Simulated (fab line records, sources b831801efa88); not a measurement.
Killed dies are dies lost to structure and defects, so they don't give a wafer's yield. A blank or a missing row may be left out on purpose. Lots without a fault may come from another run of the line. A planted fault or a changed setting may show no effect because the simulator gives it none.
One fault seen from 2 desks | flow sfq_line | each desk has only its own numbers; what lay behind them comes last

THE TOOL OWNER'S DESK: pvd_sputter-06
The tool's own readings at SFQ_TRILAYER_M1_DEP_SPUTTER_037 (material Nb, target thk 200 nm, time 133.3 s): means of the sampled wafers that have a number, for each lot that ran on this tool. A lot is out of limits, marked OUT, if its mean lies more than 4 standard deviations from the usual mean; the brackets give that distance.
Columns: A = cathode_dc_power_W at SFQ_TRILAYER_M1_DEP_SPUTTER_037, usual 2000.0 W; B = chamber_pressure_pa at SFQ_TRILAYER_M1_DEP_SPUTTER_037, usual 0.13329 Pa; C = resputter_cathode_voltage_v at SFQ_TRILAYER_M1_DEP_SPUTTER_037, usual 401 V; D = throttle_valve_pct at SFQ_TRILAYER_M1_DEP_SPUTTER_037, usual 29.9 %
lot  | first seen here | A                        | B       | C   | D
L784 | day 10 06:23    | 2000.1                   | 0.13319 | 402 | 29.7
L796 | day 14 02:22    | 1999.7                   | 0.13354 | 402 | 29.8
L802 | day 15 16:36    | 2402.8 (+99 or more) OUT | 0.13325 | 401 | 29.6
L803 | day 15 23:48    | 2403.3 (+99 or more) OUT | 0.13302 | 400 | 30.4
This desk's finding: out of limits on L802, L803; first on L802, day 15 16:36 (cathode_dc_power_W at SFQ_TRILAYER_M1_DEP_SPUTTER_037). In limits: L784, L796.

THE METROLOGY DESK
What the gauges read, lot by lot, whatever tool the lot ran on: means of the sampled wafers that have a number. A lot is out of limits, marked OUT, if its mean lies more than 4 standard deviations from the usual mean; the brackets give that distance.
Columns: A = M1_NB_RS at SFQ_M1_RS_MEAS_909, usual 0.892 ohm/sq; B = M7_OVL at SFQ_M7_OVL_MEAS_945, usual 3 nm
lot  | first seen here | A               | B
L784 | day 10 06:30    | 0.893           | 8
L786 | day 10 19:41    | 0.894           | 4
L787 | day 11 00:29    | 0.908           | 1
L788 | day 11 04:16    | 0.889           | 5
L789 | day 11 09:38    | 0.898           | 1
L790 | day 11 19:26    | 0.888           | 0
L791 | day 12 07:19    | 0.890           | 7
L792 | day 12 21:32    | 0.889           | 1
L793 | day 13 03:29    | 0.905           | -2
L796 | day 14 02:29    | 0.878           | -2
L802 | day 15 16:41    | 0.733 (-13) OUT | 9
L803 | day 15 23:53    | 0.739 (-13) OUT | 9
L805 | day 16 13:41    | 0.897           | 7
L806 | day 16 20:57    | 0.897           | -3
This desk's finding: out of limits on L802, L803; first on L802, day 15 16:41 (M1_NB_RS at SFQ_M1_RS_MEAS_909). In limits: L784, L786, L787, L788, L789, L790, L791, L792, L793, L796, L805, L806.

PUT TOGETHER
The tool owner's desk could have raised an alarm at day 15 16:36, on L802, L803.
The metrology desk could have raised an alarm at day 15 16:41, on L802, L803.
Of the lots named, all ran SFQ_TRILAYER_M1_DEP_SPUTTER_037 on pvd_sputter-06.

WHAT THE SIMULATOR HAD PUT IN
Process parameter drift: pvd_sputter-06, from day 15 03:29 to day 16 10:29, at SFQ_TRILAYER_M1_DEP_SPUTTER_037. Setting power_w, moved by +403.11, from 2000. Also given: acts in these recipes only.
Lots struck among those shown: L802, L803.
Hours from the fault's start to each desk's first reading out of limits: the tool owner's desk, 13; the metrology desk, 13.
